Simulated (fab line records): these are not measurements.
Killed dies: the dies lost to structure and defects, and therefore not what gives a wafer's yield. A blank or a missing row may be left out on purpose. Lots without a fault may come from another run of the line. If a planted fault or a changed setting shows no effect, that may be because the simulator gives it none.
Problem report, 8D (eight disciplines) form, completed by code :: flow sky130 :: the parts of the form that need people (team, actions taken, sign-off) are left out

== 1. WHAT IS WRONG ==
Mean POLY_GATE_CVD_00_THK at SKY_POLY_GATE_THK_MEAS_01: 188.8 nm over 6 wafers in 2 lots; fault-free wafers: 180.2 nm, standard deviation 1.7. Relative to the usual mean, that is a shift of +5.1 standard deviations.
The first sign was on wafer L843.1 at day 14 11:23, on film metro-02. At this step, 39 wafers from 13 lots have a number in the record. Rule for "out" (also "out of limits"): further than 4 standard deviations from the usual mean. The rest of the wafers with a number are treated as sound.

== 2. WHAT IT IS; WHAT IT IS NOT ==
question: which readings at this step
is: POLY_GATE_CVD_00_THK
is not: -

question: which lots
is: L843, L844
is not: L842, L853, L854, L856, L858, L859, L860, L861, L862, L863, L864

question: which wafers of those lots
is: all that have a number
is not: -

question: read on which gauges
is: film metro-02, film metro-04
is not: film metro-01

question: when
is: from day 14 11:23
is not: up to then (3 sound wafers); but 30 sound wafers of L853, L854, L856, L858, L859, L860, L861, L862, L863, L864 came after

== 3. THE SUSPECTS, EACH WITH WHAT RULES IT OUT ==
Counting: a tool stays on the suspect list if, at a process step up to the reading, it processed all lots that are out and no sound lot following the first of them.
- the gauge at SKY_POLY_GATE_THK_MEAS_01: ruled out. The wafers that are out were read on 2 gauges (film metro-02, film metro-04).
- lpcvd-01 at SKY_POLY_GATE_CVD_00 (deposits poly-Si, target thk 180 nm, time 720 s): ruled out as a lasting fault. Sound lots L853, L854, L856, L858, L859, L861, L860, L862, L863, L864 ran on it after its first lot that is out, L843 (day 14 10:11).
Left after counting: nothing in the record.

== 4. THE CAUSE (what the simulator had put in) ==
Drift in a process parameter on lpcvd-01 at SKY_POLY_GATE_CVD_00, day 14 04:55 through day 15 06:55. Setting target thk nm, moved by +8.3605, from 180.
The count ruled it out by mistake, since the rule takes a fault to strike every lot its tool runs from the start of the fault on, and this one did not do so.

== 5. THE EFFECT CHAIN, in route order ==
Rows list readings where the struck wafers' mean (over those with a number) sits beyond 3 standard deviations from the usual. Scope: only readings with a usual standard deviation given in the record; hours: median across lots of the time from each lot's start at the first step in this table that gives one to its start at this step; sigmas: change in usual standard deviations.
hours: 0
step: SKY_POLY_GATE_THK_MEAS_01
reading: POLY_GATE_CVD_00_THK
usual: 180.2 nm
on struck wafers: 188.8
change: +8.6
sigmas: +5.1
Later steps that measure or inspect, where all struck wafers having a row at the step show a number for every such reading and not one has moved that far: SKY_SD_P_TW_MEAS_11, SKY_SD_N_RS_MEAS_17.

== 6. HOW IT WOULD HAVE BEEN CAUGHT EARLIER ==
6 hours passed between the start of the fault at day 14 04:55 and the first reading out of limits at a measuring or inspecting step in this record, taken at day 14 11:23.
No tool reading at SKY_POLY_GATE_CVD_00 that has a usual standard deviation in the record was out on any struck wafer, so an alarm limit of 4 standard deviations on those readings would not have fired.
